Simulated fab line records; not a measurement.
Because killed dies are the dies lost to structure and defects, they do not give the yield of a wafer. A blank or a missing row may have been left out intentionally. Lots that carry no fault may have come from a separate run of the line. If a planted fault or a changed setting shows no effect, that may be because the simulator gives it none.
Problem report in the 8D (eight disciplines) form, filled by code -- flow gf180mcu -- the parts of the form that need people (team, actions taken, sign-off) are left out

## 1. PROBLEM STATEMENT
At GF_HV_LDD_IMPLANT_21, doseIonsCm2 averages 4.676e+13 over 6 wafers from 2 lots, while fault-free wafers read 4.999e+13, standard deviation 5.3e+10. Measured from the usual mean, that is -61 standard deviations.
First seen on wafer L130.1, day 16 05:45, on implanter-01. At this step, 18 wafers from 6 lots have a number in the record. Rule for "out", or "out of limits": more than 4 standard deviations from the usual mean. The rest of the wafers with a number are treated as sound.

## 2. WHAT IT IS, AND WHAT IT ISN'T
question,is,is not
which readings at this step,doseIonsCm2,"beamEnergyKeV, tiltDeg"
which lots,"L130, L132","L120, L121, L124, L129"
which wafers of those lots,all that have a number,-
read on which tools,implanter-01,implanter-03
when,from day 16 05:45,up to then (12 sound wafers)

## 3. WHAT RULES OUT EACH SUSPECT
Counting: any tool at a process step up to the reading is kept as a suspect provided that every lot that is out went through it and no sound lot did after the first of them.
- implanter-01 at GF_HV_LDD_IMPLANT_21: kept. Every lot that is out went through it, starting with L130 (day 16 05:45), and after that it ran no sound lot; the last sound lot it ran before then is L124 (day 13 22:00). Out on those wafers are its own readings of doseIonsCm2.
The count leaves implanter-01 at GF_HV_LDD_IMPLANT_21.

## 4. THE CAUSE (what the simulator had put in)
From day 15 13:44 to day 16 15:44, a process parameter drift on implanter-01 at GF_HV_LDD_IMPLANT_21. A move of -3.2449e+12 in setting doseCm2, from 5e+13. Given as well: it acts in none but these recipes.
Counting left only this tool.

## 5. SEQUENCE OF EFFECTS, ordered by route
Rows list readings where the struck wafers' mean (over those with a number) sits beyond 3 standard deviations from the usual. Only readings for which the record gives a usual standard deviation are gone through. hours: the time from each lot's start at the first step in this table that gives one to its start at this step, as a median over the lots. sigmas: the change in usual standard deviations.
hours,step,reading,usual,on struck wafers,change,sigmas
0,GF_HV_LDD_IMPLANT_21,doseIonsCm2,4.999e+13,4.676e+13,-3.228e+12,-61
It contains these process steps:
- GF_HV_LDD_IMPLANT_21

## 6. WHAT WOULD HAVE CAUGHT IT SOONER
In this record the first reading out of limits was taken at day 16 05:45, 16 hours after the fault began at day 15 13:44.
